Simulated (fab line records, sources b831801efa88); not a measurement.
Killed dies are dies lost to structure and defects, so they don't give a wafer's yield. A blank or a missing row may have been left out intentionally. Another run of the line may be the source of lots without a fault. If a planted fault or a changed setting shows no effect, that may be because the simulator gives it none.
Which of the tools did it?    flow gf180mcu    Sampling: 12 lots, 36 wafers, 5 of 602 route steps

== WHAT THE GAUGES SHOWED, per wafer ==
GF_HV_LDD_TW_MEAS_50. Usual: HV_LDD_4_TW typically reads 567.8, with standard deviation 2.7.
lot   measured      on            HV_LDD_4_TW        flag
L566  day 12 01:07  filmMetro-01  564.1 564.4 567.5  
L567  day 13 04:20  filmMetro-03  563.6 568.9 568.7  
L568  day 13 12:53  filmMetro-01  573.1 568.5 570.5  
L570  day 13 20:25  filmMetro-03  569.9 567.0 567.5  
L571  day 14 02:58  filmMetro-03  566.0 568.9 569.0  
L575  day 15 13:08  filmMetro-01  564.9 568.6 563.4  
L574  day 15 13:26  filmMetro-01  566.0 562.2 565.0  
L577  day 16 02:46  filmMetro-02  573.4 571.1 567.7  
L578  day 16 06:45  filmMetro-03  571.9 570.1 568.6  
L579  day 17 01:03  filmMetro-01  564.3 562.7 563.0  
L582  day 17 15:16  filmMetro-02  570.1 567.0 567.7  
L589  day 19 23:53  filmMetro-02  572.8 569.1 572.5  

GF_PSD_RS_MEAS_14: the measuring method here is four-point-probe. Usual: NSD_RS typically reads 46.14 ohm/sq, with standard deviation 0.076.
lot   measured      on            NSD_RS (ohm/sq)    flag
L566  day 13 20:24  filmMetro-04  46.17 46.21 46.28  
L567  day 15 03:21  filmMetro-03  46.21 46.10 46.14  
L568  day 15 11:31  filmMetro-03  46.15 46.14 46.12  
L570  day 15 19:15  filmMetro-03  46.08 46.09 46.11  
L571  day 16 01:19  filmMetro-04  46.10 46.15 46.19  
L575  day 17 14:44  filmMetro-03  46.30 46.13 46.15  
L574  day 17 15:05  filmMetro-04  46.07 46.16 46.19  
L577  day 18 04:31  filmMetro-03  46.08 46.07 46.16  
L578  day 18 08:07  filmMetro-04  46.28 46.18 46.25  
L579  day 19 03:59  filmMetro-03  43.68 43.69 43.72  OFF
L582  day 19 20:02  filmMetro-01  43.48 43.52 43.51  OFF
L589  day 22 04:08  filmMetro-01  46.25 45.97 46.05  

GF_PSD_RS_MEAS_15: the measuring method here is four-point-probe. Usual: PSD_RS typically reads 108.5 ohm/sq, with standard deviation 0.31.
lot   measured      on            PSD_RS (ohm/sq)    flag
L566  day 13 20:31  filmMetro-04  109.1 108.7 109.2  
L567  day 15 03:28  filmMetro-03  108.6 108.6 108.4  
L568  day 15 11:38  filmMetro-03  108.3 108.4 108.4  
L570  day 15 19:22  filmMetro-03  108.3 108.7 108.4  
L571  day 16 01:26  filmMetro-04  108.3 108.6 108.2  
L575  day 17 14:52  filmMetro-03  108.7 108.5 108.4  
L574  day 17 15:12  filmMetro-04  108.5 109.1 109.1  
L577  day 18 04:38  filmMetro-03  108.2 108.3 108.3  
L578  day 18 08:14  filmMetro-04  109.0 108.8 109.0  
L579  day 19 04:07  filmMetro-03  100.8 100.8 100.9  OFF
L582  day 19 20:10  filmMetro-01  100.6 100.6 100.3  OFF
L589  day 22 04:15  filmMetro-01  108.2 108.0 108.2  

GF_CONTACT_THK_MEAS_26: measures by xrf. Usual: CONTACT_W_THK typically reads 289 nm, with standard deviation 4.8.
lot   measured      on            CONTACT_W_THK (nm)  flag
L566  day 15 18:05  filmMetro-02  297 295 288         
L567  day 17 01:26  filmMetro-02  298 290 288         
L568  day 17 09:16  filmMetro-02  297 288 295         
L570  day 17 18:20  filmMetro-02  300 298 287         
L571  day 18 02:04  filmMetro-02  293 293 290         
L575  day 19 16:36  filmMetro-03  293 296 295         
L574  day 19 18:49  filmMetro-02  290 290 289         
L577  day 20 07:59  filmMetro-01  281 281 281         
L578  day 20 12:15  filmMetro-02  286 287 285         
L579  day 21 06:49  filmMetro-02  278 287 282         
L582  day 21 23:14  filmMetro-03  294 286 293         
L589  day 24 04:19  filmMetro-02  291 295 292         

== WHAT TOOL EACH LOT RAN ON (gives the tool, then ch and the chambers of the sampled wafers, and finally the start) ==
lot   GF_PSD_RTA_13
L566  rtpAnneal-01 ch 0, day 13 20:18
L567  rtpAnneal-02 ch 0, day 15 03:16
L568  rtpAnneal-01 ch 0, day 15 11:26
L570  rtpAnneal-01 ch 0, day 15 19:10
L571  rtpAnneal-02 ch 0, day 16 01:14
L575  rtpAnneal-02 ch 0, day 17 14:40
L574  rtpAnneal-01 ch 0, day 17 14:58
L577  rtpAnneal-02 ch 0, day 18 04:26
L578  rtpAnneal-02 ch 0, day 18 08:02
L579  rtpAnneal-02 ch 0, day 19 03:55
L582  rtpAnneal-02 ch 0, day 19 19:58
L589  rtpAnneal-02 ch 0, day 22 04:02
- GF_PSD_RTA_13: time 20 s.

== WHAT THE TOOLS THEMSELVES READ (means of the sampled wafers that have a number; where no wafer has one, the mark that the record gives instead) ==
GF_PSD_RTA_13. Usual: lampPowerPct 36 %, standard deviation 5.5; wafer_temp_C_max 1028.3, standard deviation 0.94.
lot   tool          lampPowerPct (%)  wafer_temp_C_max  flag
L566  rtpAnneal-01  30                1027.8            
L567  rtpAnneal-02  42                1029.1            
L568  rtpAnneal-01  30                1026.8            
L570  rtpAnneal-01  30                1027.8            
L571  rtpAnneal-02  42                1029.1            
L575  rtpAnneal-02  42                1029.0            
L574  rtpAnneal-01  30                1027.0            
L577  rtpAnneal-02  42                1028.9            
L578  rtpAnneal-02  42                1028.8            
L579  rtpAnneal-02  43                1029.3            
L582  rtpAnneal-02  43                1029.7            
L589  rtpAnneal-02  42                1028.5            

== THE ANSWER, worked out from the rows above alone ==
Rule: lot off if the mean of its wafers having a number is beyond 3 standard deviations from the usual mean. A lot without any number at a reading at which 4 lots or more have one is off too. All remaining lots with rows at the step are treated as sound. After the gauges, taken in route order, come the tools' own readings; for these a lot's mean is taken, as printed above. At the first step where some lot is off, the reading lying furthest off is the one used; lots without a number count as furthest.
Off: L579, L582, seen at GF_PSD_RS_MEAS_14 (NSD_RS).
If a tool, at a process step before that reading, ran all the lots that are off and no sound lot after the first of them, it fits. The gauges at GF_PSD_RS_MEAS_14 are tried like those tools. No candidate that was tried fits.

== WHAT HAD BEEN PUT IN BY THE SIMULATOR ==
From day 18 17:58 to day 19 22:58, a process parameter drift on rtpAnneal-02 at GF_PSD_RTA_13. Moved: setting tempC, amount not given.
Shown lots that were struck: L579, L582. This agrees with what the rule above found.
